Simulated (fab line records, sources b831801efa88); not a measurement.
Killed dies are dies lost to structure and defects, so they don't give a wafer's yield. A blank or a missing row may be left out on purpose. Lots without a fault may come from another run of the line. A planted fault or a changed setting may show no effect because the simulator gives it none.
fab line records | flow sky130
record lots=13 wafers=39 last_day=50
route steps=708 shown METAL3@535 CAPM@541 PAD_OPEN@708
lots that met no fault: from a run of the same line without faults
start_h: hours from the record's first day to the start of the lot's first wafer shown | wait_h: hours since the lot's step before | " the same as in the row above | L1.1+2: a row that stands for several wafers | - no value, or no start given | * or withheld: withheld | < > ~ a bound
route shown NAME@n: a module of which the file shows steps, and the number in the route of the first | usual: mean/standard deviation of fault-free wafers | same: alike in all rows | chamber/n: place in a boat | sites: the reading at each site | _std_site: their standard deviation | _edge_site: outer sites' mean less inner sites' | radius_mm: how far each site lies from the wafer's centre | mask NAME#n: copy n | behind: the tool/chamber that last shaped the wafer | hold: why the lot was held/for how many hours/how that ended | device: the transistor (n, p or np) that didn't switch | end of line: the same wafers' tests at the end of the route | a step without rows: its recipe alone | killed: dies lost to structure and defects at the first sort, not the wafer's yield | map: a wafer's dies, x killed, . not, _ none there
set.NAME: the setting as run; set.NAME@STEP: as run at that earlier step | model.NAME: the simulator's own value behind a step, which no gauge read
steps of the route over a sample of lots; a table a step, a row a wafer
services: from which hour (start_h, from the record's first day; less than 0 if before it) a tool's chamber was out of use, for how many hours, and why
## steps
# step SKY_METAL3_SPUTTER_03
# recipe material=Ti target_thk_nm=5 power_w=3000 time_s=3.3 chamber_pressure_pa=0.4
# usual cathode_dc_power_W=3000.0/0.49 throttle_valve_pct=29.5/1.1
# columns lot.wafer tool chamber start_h wait_h cathode_dc_power_W throttle_valve_pct
L818.1 pvd_sputter-01 - 855.10 0.0 2999.8 28.5
L818.5 " - " " 3000.4 29.9
L818.6 " - " " 3000.0 29.2
L819.2 pvd_sputter-03 - 855.23 0.0 3000.4 29.1
L819.3 " - " " 2999.6 29.7
L819.5 " - " " 2999.1 30.4
L822.1 pvd_sputter-01 - 874.76 0.0 2999.8 29.3
L822.5 " - " " 2998.8 28.3
L822.6 " - " " 2999.7 29.5
L823.2 pvd_sputter-03 - 884.06 0.0 2999.4 29.1
L823.3 " - " " 3000.3 31.4
L823.6 " - " " 3000.2 29.5
L824.1 pvd_sputter-03 - 889.79 0.0 3000.2 31.1
L824.5 " - " " 2999.6 29.0
L824.6 " - " " 3000.0 30.2
L825.2 pvd_sputter-01 - 905.75 0.0 2999.7 28.4
L825.3 " - " " 3000.3 27.9
L825.6 " - " " 3000.2 29.3
L827.1 pvd_sputter-01 - 927.45 0.0 3000.0 29.5
L827.2 " - " " 2999.6 29.5
L827.4 " - " " 3000.1 28.5
L833.1 pvd_sputter-03 - 974.09 0.0 3000.8 29.6
L833.3 " - " " 3001.2 30.3
L833.5 " - " " 2999.9 30.4
L835.1 pvd_sputter-03 - 985.26 0.0 2999.8 31.4
L835.3 " - " " 2999.7 30.4
L835.6 " - " " 2999.5 29.7
L836.1 pvd_sputter-04 - 987.29 0.0 2999.8 29.8
L836.2 " - " " 2999.5 31.0
L836.6 " - " " 3000.3 27.6
L839.2 pvd_sputter-03 - 997.64 0.0 3000.1 30.3
L839.4 " - " " 3000.5 31.2
L839.6 " - " " 3000.6 30.5
L840.1 pvd_sputter-03 - 1009.42 0.0 3000.0 29.8
L840.4 " - " " 3000.3 29.4
L840.6 " - " " 2999.7 31.3
L841.3 pvd_sputter-04 - 1014.94 0.0 3000.6 27.3
L841.5 " - " " 2999.7 27.4
L841.6 " - " " 3000.3 31.0
# step SKY_CAPM_THK_MEAS_04
# recipe thk_meas_gauge=xrf reads=TiN_of_CAPM_SPUTTER_02
# usual CAPM_TIN_THK=201.1/2.7
# columns lot.wafer tool chamber start_h wait_h CAPM_TIN_THK[nm]
L818.1 film_metro-04 - 855.48 0.1 202.6
L818.5 " - " " 204.5
L818.6 " - " " 199.2
L819.2 film_metro-01 - 855.62 0.1 199.3
L819.3 " - " " 200.6
L819.5 " - " " 197.2
L822.1 film_metro-04 - 875.13 0.1 194.8
L822.5 " - " " 197.1
L822.6 " - " " 197.2
L823.2 film_metro-03 - 884.45 0.1 199.9
L823.3 " - " " 198.6
L823.6 " - " " 199.6
L824.1 film_metro-03 - 890.17 0.1 201.9
L824.5 " - " " 202.1
L824.6 " - " " 203.7
L825.2 film_metro-01 - 906.14 0.1 198.2
L825.3 " - " " 201.2
L825.6 " - " " 199.8
L827.1 film_metro-04 - 927.83 0.1 201.5
L827.2 " - " " 199.8
L827.4 " - " " 197.4
L833.1 film_metro-03 - 974.47 0.1 204.4
L833.3 " - " " 200.3
L833.5 " - " " 204.2
L835.1 film_metro-03 - 985.64 0.1 200.1
L835.3 " - " " 200.9
L835.6 " - " " 200.9
L836.1 film_metro-04 - 987.67 0.1 197.4
L836.2 " - " " 196.5
L836.6 " - " " 197.7
L839.2 film_metro-03 - 998.03 0.1 199.2
L839.4 " - " " 198.8
L839.6 " - " " 199.0
L840.1 film_metro-01 - 1009.80 0.1 206.5
L840.4 " - " " 202.1
L840.6 " - " " 205.6
L841.3 film_metro-03 - 1015.35 0.1 201.1
L841.5 " - " " 205.1
L841.6 " - " " 202.3
# step SKY_CAPM_OVL_MEAS_12
# usual CAPM_OVL=-0.3/1.5
# columns lot.wafer tool chamber start_h wait_h CAPM_OVL[nm]
L818.1 overlay-02 - 880.84 0.1 -1.0
L818.5 " - " " -0.2
L818.6 " - " " -1.5
L819.2 overlay-02 - 881.60 0.1 -1.7
L819.3 " - " " -1.4
L819.5 " - " " -1.5
L822.1 overlay-01 - 900.64 0.1 1.1
L822.5 " - " " -0.5
L822.6 " - " " -0.7
L823.2 overlay-02 - 909.85 0.1 -0.9
L823.3 " - " " 1.8
L823.6 " - " " 0.4
L824.1 overlay-02 - 915.69 0.1 1.8
L824.5 " - " " -0.9
L824.6 " - " " 0.3
L825.2 overlay-02 - 931.45 0.1 2.0
L825.3 " - " " 3.9
L825.6 " - " " 3.8
L827.1 overlay-01 - 952.14 0.1 -0.1
L827.2 " - " " -0.8
L827.4 " - " " -3.7
L833.1 overlay-01 - 997.70 0.1 1.7
L833.3 " - " " 1.4
L833.5 " - " " -0.9
L835.1 overlay-01 - 1008.44 0.1 -0.3
L835.3 " - " " -0.9
L835.6 " - " " -0.9
L836.1 overlay-02 - 1009.84 0.1 0.8
L836.2 " - " " 0.3
L836.6 " - " " 1.0
L839.2 overlay-01 - 1020.75 0.1 -0.7
L839.4 " - " " -1.2
L839.6 " - " " -0.4
L840.1 overlay-02 - 1032.34 0.1 -1.9
L840.4 " - " " -1.5
L840.6 " - " " -2.9
L841.3 overlay-01 - 1038.11 0.1 1.1
L841.5 " - " " 0.7
L841.6 " - " " 0.7
# step SKY_METAL3_COAT_07
# recipe resist=BARC temp_c=withheld time_s=withheld spin_rpm=3000 resist_thk_nm=60
# usual chill_plate_temp_C=* spin_speed_rpm=2999.8/2.2
# columns lot.wafer tool chamber start_h wait_h chill_plate_temp_C spin_speed_rpm
L818.1 litho_track-03 0 894.08 0.1 * 2998.1
L818.5 " 0 " " * 2999.3
L818.6 " 0 " " * 3000.9
L819.2 litho_track-03 0 894.90 0.1 * 2996.7
L819.3 " 0 " " * 2996.8
L819.5 " 0 " " * 2998.7
L822.1 litho_track-04 0 913.09 0.1 * 3001.4
L822.5 " 0 " " * 3004.2
L822.6 " 0 " " * 3003.2
L823.2 litho_track-03 0 923.30 0.1 * 3001.4
L823.3 " 0 " " * 3000.0
L823.6 " 0 " " * 3001.9
L824.1 litho_track-03 0 928.83 0.1 * 2998.5
L824.5 " 0 " " * 3001.5
L824.6 " 0 " " * 2995.4
L825.2 litho_track-02 0 944.17 0.1 * 2999.6
L825.3 " 0 " " * 3002.3
L825.6 " 0 " " * 3000.6
L827.1 litho_track-04 0 964.39 0.1 * 3002.4
L827.2 " 0 " " * 3000.0
L827.4 " 0 " " * 3002.0
L833.1 litho_track-03 0 1009.88 0.1 * 2998.9
L833.3 " 0 " " * 2997.8
L833.5 " 0 " " * 2997.9
L835.1 litho_track-03 0 1020.13 0.1 * 2828.1
L835.3 " 0 " " * 2826.6
L835.6 " 0 " " * 2827.8
L836.1 litho_track-03 0 1021.73 0.1 * 2824.0
L836.2 " 0 " " * 2824.6
L836.6 " 0 " " * 2825.3
L839.2 litho_track-02 0 1032.77 0.1 * 3003.2
L839.4 " 0 " " * 3001.0
L839.6 " 0 " " * 2999.9
L840.1 litho_track-04 0 1044.09 0.1 * 2999.7
L840.4 " 0 " " * 3001.5
L840.6 " 0 " " * 3001.8
L841.3 litho_track-04 0 1049.39 0.1 * 2999.6
L841.5 " 0 " " * 3000.7
L841.6 " 0 " " * 3000.1
# step SKY_PAD_OPEN_PROBE_99
# usual defect_limited_yield=82.9/1.7 killed_at_M0_to_M3=42/6.7 killed_at_M4_up=3.4/2 killed_at_contacts=24/5.1 killed_at_front_end=14/4.2 killed_at_other=0.2/0.49 killed_dies=84/8.4 killed_open=46/7 killed_short=39/5.8 sort_bin_3_pad_short=0.8/0.42 sort_bin_5_function=10.2/1.3 sort_bin_6_memory=6.1/1 sort_n_pass=408/8.4 sort_yield_pct=82.9/1.7
# same gross_dies=492 killed_at_back_side=0 sort_bin_4_leakage[%]=0 sort_bin_8_speed[%]=0
# columns lot.wafer tool chamber start_h wait_h defect_limited_yield[%] killed_at_M0_to_M3 killed_at_M4_up killed_at_contacts killed_at_front_end killed_at_other killed_dies killed_open killed_short sort_bin_3_pad_short[%] sort_bin_5_function[%] sort_bin_6_memory[%] sort_n_pass sort_yield_pct[%]
L818.1 prober-01 - 1080.91 0.1 80.7 43 3 25 23 1 95 55 40 0.6 11.2 7.5 397 80.7
L818.5 prober-01 - 1081.11 0.2 81.1 48 3 24 18 0 93 53 40 1.2 10.6 7.1 399 81.1
L818.6 prober-01 - 1081.16 0.2 83.3 50 1 20 10 1 82 43 39 0.6 9.3 6.7 410 83.3
L822.1 prober-01 - 1096.82 0.1 83.3 42 1 30 9 0 82 51 31 0.2 9.1 7.3 410 83.3
L822.5 prober-01 - 1097.02 0.2 81.7 46 4 20 20 0 90 42 48 1.2 9.3 7.7 402 81.7
L822.6 prober-01 - 1097.07 0.2 83.5 37 4 25 15 0 81 47 34 1.4 8.5 6.5 411 83.5
L827.1 prober-01 - 1136.66 0.1 81.5 49 3 25 14 0 91 47 44 1.0 10.2 7.3 401 81.5
L827.2 prober-01 - 1136.71 0.1 84.1 35 7 24 11 1 78 50 28 0.6 9.8 5.5 414 84.1
L827.4 prober-01 - 1136.81 0.2 80.9 49 4 27 14 0 94 43 51 1.0 10.8 7.3 398 80.9
L835.1 prober-02 - 1181.81 0.1 84.6 38 4 24 10 0 76 37 39 0.6 9.8 5.1 416 84.6
L835.3 prober-02 - 1181.91 0.2 83.1 47 2 19 15 0 83 48 35 1.0 8.5 7.3 409 83.1
L835.6 prober-02 - 1182.06 0.2 84.8 44 3 21 7 0 75 45 30 0.6 9.6 5.1 417 84.8
L836.1 prober-01 - 1183.76 0.1 81.9 50 1 22 16 0 89 39 50 1.2 10.4 6.5 403 81.9
L836.2 prober-01 - 1183.81 0.1 79.9 54 6 30 9 0 99 57 42 0.6 12.4 7.1 393 79.9
L836.6 prober-01 - 1184.01 0.2 85.2 34 4 25 10 0 73 36 37 1.0 7.9 5.9 419 85.2
L839.2 prober-02 - 1190.82 0.1 83.5 41 3 22 14 1 81 49 32 0.4 10.0 6.1 411 83.5
L839.4 prober-02 - 1190.92 0.2 85.4 42 4 13 13 0 72 31 41 0.8 9.1 4.7 420 85.4
L839.6 prober-02 - 1191.02 0.2 86.8 31 3 21 10 0 65 34 31 0.2 7.9 5.1 427 86.8
L841.3 prober-01 - 1207.52 0.2 83.9 43 2 23 11 0 79 48 31 0.2 9.8 6.1 413 83.9
L841.5 prober-01 - 1207.62 0.2 79.9 44 6 27 22 0 99 63 36 0.4 12.0 7.7 393 79.9
L841.6 prober-01 - 1207.67 0.2 83.3 34 5 25 18 0 82 45 37 0.6 11.2 4.9 410 83.3
# killed by level:class
L818.1 LI_CONTACT:geometric_particle:open=9 METAL2:geometric_particle:short=9 VIA1:geometric_particle:open=9 FIELD_ISO:geometric_particle:open=8 VIA3:geometric_particle:open=8 VIA2:geometric_particle:open=7 LOCAL_INTERCONNECT:geometric_particle:short=6 FIELD_ISO:geometric_particle:short=5
L818.5 VIA1:geometric_particle:open=12 LI_CONTACT:geometric_particle:open=12 VIA1:geometric_particle:short=7 POLY_GATE:geometric_particle:open=6 CONTACT:geometric_particle:open=6 VIA2:geometric_particle:open=6 METAL1:geometric_particle:short=5 POLY_GATE:geometric_particle:short=4
L818.6 VIA1:geometric_particle:open=12 LI_CONTACT:geometric_particle:open=8 VIA1:geometric_particle:short=8 VIA2:geometric_particle:open=6 METAL2:geometric_particle:short=5 FIELD_ISO:geometric_particle:open=4 METAL3:geometric_particle:short=4 LOCAL_INTERCONNECT:geometric_particle:short=4
L822.1 CONTACT:geometric_particle:open=13 VIA1:geometric_particle:open=11 VIA3:geometric_particle:open=11 LI_CONTACT:geometric_particle:open=6 METAL1:geometric_particle:short=5 LI_CONTACT:geometric_particle:short=4 CONTACT:geometric_particle:short=4 METAL2:geometric_particle:short=4
L822.5 VIA3:geometric_particle:open=9 LI_CONTACT:geometric_particle:open=6 POLY_GATE:geometric_particle:open=6 LOCAL_INTERCONNECT:geometric_particle:short=6 VIA1:geometric_particle:short=6 VIA1:geometric_particle:open=6 VIA2:geometric_particle:short=5 CONTACT:geometric_particle:open=5
L822.6 VIA1:geometric_particle:open=11 CONTACT:geometric_particle:open=7 CONTACT:geometric_particle:short=6 LI_CONTACT:geometric_particle:open=6 VIA3:geometric_particle:open=6 METAL1:geometric_particle:short=4 VIA1:geometric_particle:short=4 FIELD_ISO:geometric_particle:open=3
L827.1 VIA3:geometric_particle:short=10 LI_CONTACT:geometric_particle:open=9 CONTACT:geometric_particle:open=9 VIA1:geometric_particle:open=8 VIA3:geometric_particle:open=7 VIA1:geometric_particle:short=6 METAL1:geometric_particle:short=5 VIA2:geometric_particle:open=5
L827.2 VIA1:geometric_particle:open=11 CONTACT:geometric_particle:open=9 VIA3:geometric_particle:open=8 METAL4:geometric_particle:open=5 LI_CONTACT:geometric_particle:open=4 LOCAL_INTERCONNECT:geometric_particle:short=4 CONTACT:geometric_particle:short=4 METAL1:geometric_particle:short=4
L827.4 CONTACT:geometric_particle:short=8 VIA2:geometric_particle:open=8 VIA1:geometric_particle:open=8 FIELD_ISO:geometric_particle:short=7 CONTACT:geometric_particle:open=6 METAL1:geometric_particle:short=5 LI_CONTACT:geometric_particle:open=5 VIA1:geometric_particle:short=5
L835.1 CONTACT:geometric_particle:open=9 METAL2:geometric_particle:short=9 VIA2:geometric_particle:open=7 LI_CONTACT:geometric_particle:open=6 METAL1:geometric_particle:short=6 VIA1:geometric_particle:open=5 CONTACT:geometric_particle:short=4 FIELD_ISO:geometric_particle:open=3
L835.3 METAL2:geometric_particle:short=10 CONTACT:geometric_particle:open=9 VIA1:geometric_particle:open=8 VIA3:geometric_particle:open=8 VIA2:geometric_particle:open=6 POLY_GATE:geometric_particle:open=5 CONTACT:geometric_particle:short=5 METAL1:geometric_particle:short=5
L835.6 VIA1:geometric_particle:open=15 CONTACT:geometric_particle:open=8 CONTACT:geometric_particle:short=7 METAL2:geometric_particle:short=7 VIA2:geometric_particle:open=6 LI_CONTACT:geometric_particle:open=4 VIA3:geometric_particle:open=4 POLY_GATE:geometric_particle:short=3
L836.1 METAL1:geometric_particle:short=9 METAL2:geometric_particle:short=9 LI_CONTACT:geometric_particle:open=8 FIELD_ISO:geometric_particle:short=7 VIA1:geometric_particle:short=7 LI_CONTACT:geometric_particle:short=6 VIA1:geometric_particle:open=6 METAL3:geometric_particle:short=5
L836.2 CONTACT:geometric_particle:open=12 VIA3:geometric_particle:open=11 VIA1:geometric_particle:open=9 VIA1:geometric_particle:short=9 LI_CONTACT:geometric_particle:open=8 METAL1:geometric_particle:short=7 VIA2:geometric_particle:open=7 LI_CONTACT:geometric_particle:short=5
L836.6 LI_CONTACT:geometric_particle:short=7 LI_CONTACT:geometric_particle:open=7 VIA1:geometric_particle:open=7 LOCAL_INTERCONNECT:geometric_particle:short=6 METAL1:geometric_particle:short=4 CONTACT:geometric_particle:open=4 METAL2:geometric_particle:short=4 VIA2:geometric_particle:open=4
L839.2 VIA1:geometric_particle:open=13 CONTACT:geometric_particle:open=9 LI_CONTACT:geometric_particle:open=8 VIA2:geometric_particle:open=7 METAL2:geometric_particle:short=5 FIELD_ISO:geometric_particle:short=4 METAL1:geometric_particle:short=4 FIELD_ISO:geometric_particle:open=3
L839.4 VIA1:geometric_particle:open=8 VIA3:geometric_particle:open=6 METAL1:geometric_particle:short=6 METAL2:geometric_particle:short=6 POLY_GATE:geometric_particle:short=4 LI_CONTACT:geometric_particle:open=4 METAL3:geometric_particle:short=4 VIA3:geometric_particle:short=4
L839.6 CONTACT:geometric_particle:open=8 VIA1:geometric_particle:open=7 LI_CONTACT:geometric_particle:open=6 VIA2:geometric_particle:open=4 METAL2:geometric_particle:short=4 VIA3:geometric_particle:open=4 LOCAL_INTERCONNECT:geometric_particle:short=3 CONTACT:geometric_particle:short=3
L841.3 VIA1:geometric_particle:open=10 CONTACT:geometric_particle:open=9 VIA2:geometric_particle:open=9 LI_CONTACT:geometric_particle:open=8 METAL1:geometric_particle:short=7 FIELD_ISO:geometric_particle:open=4 METAL3:geometric_particle:short=4 FIELD_ISO:geometric_particle:short=3
L841.5 CONTACT:geometric_particle:open=14 POLY_GATE:geometric_particle:open=9 VIA1:geometric_particle:open=9 VIA3:geometric_particle:open=8 CONTACT:geometric_particle:short=6 VIA1:geometric_particle:short=6 VIA2:geometric_particle:open=6 FIELD_ISO:geometric_particle:short=5
L841.6 CONTACT:geometric_particle:open=12 FIELD_ISO:geometric_particle:short=9 VIA1:geometric_particle:open=8 METAL1:geometric_particle:short=6 VIA2:geometric_particle:open=6 LI_CONTACT:geometric_particle:open=5 CONTACT:geometric_particle:short=5 FIELD_ISO:geometric_particle:open=4
## services
# columns tool chamber start_h hours kind
pvd_sputter-04 - 883.49 6.7 repair
pvd_sputter-03 - 899.86 5.1 repair
pvd_sputter-01 - 900.93 0.5 repair
pvd_sputter-01 - 952.13 3.7 repair
pvd_sputter-01 - 1047.97 1.6 repair
## key
first_sign step=SKY_METAL3_COAT_07 reading=spin_speed_rpm direction=down sigmas=79 usual=2999.8 struck=2826.1
effect none on later readings
met_at SKY_METAL3_COAT_07
struck_lots L835,L836
not_acting_at SKY_METAL3_SPUTTER_03,SKY_CAPM_THK_MEAS_04,SKY_CAPM_OVL_MEAS_12
onset_between 1009.88 1020.13
fault kind=process_parameter_drift tool=litho_track-03 chamber=- onset_h=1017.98 steps=SKY_METAL3_COAT_07 channel=spin_rpm offset=-175.54 shape=step end_h=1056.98 acts_in=these_recipes_only stated=3000
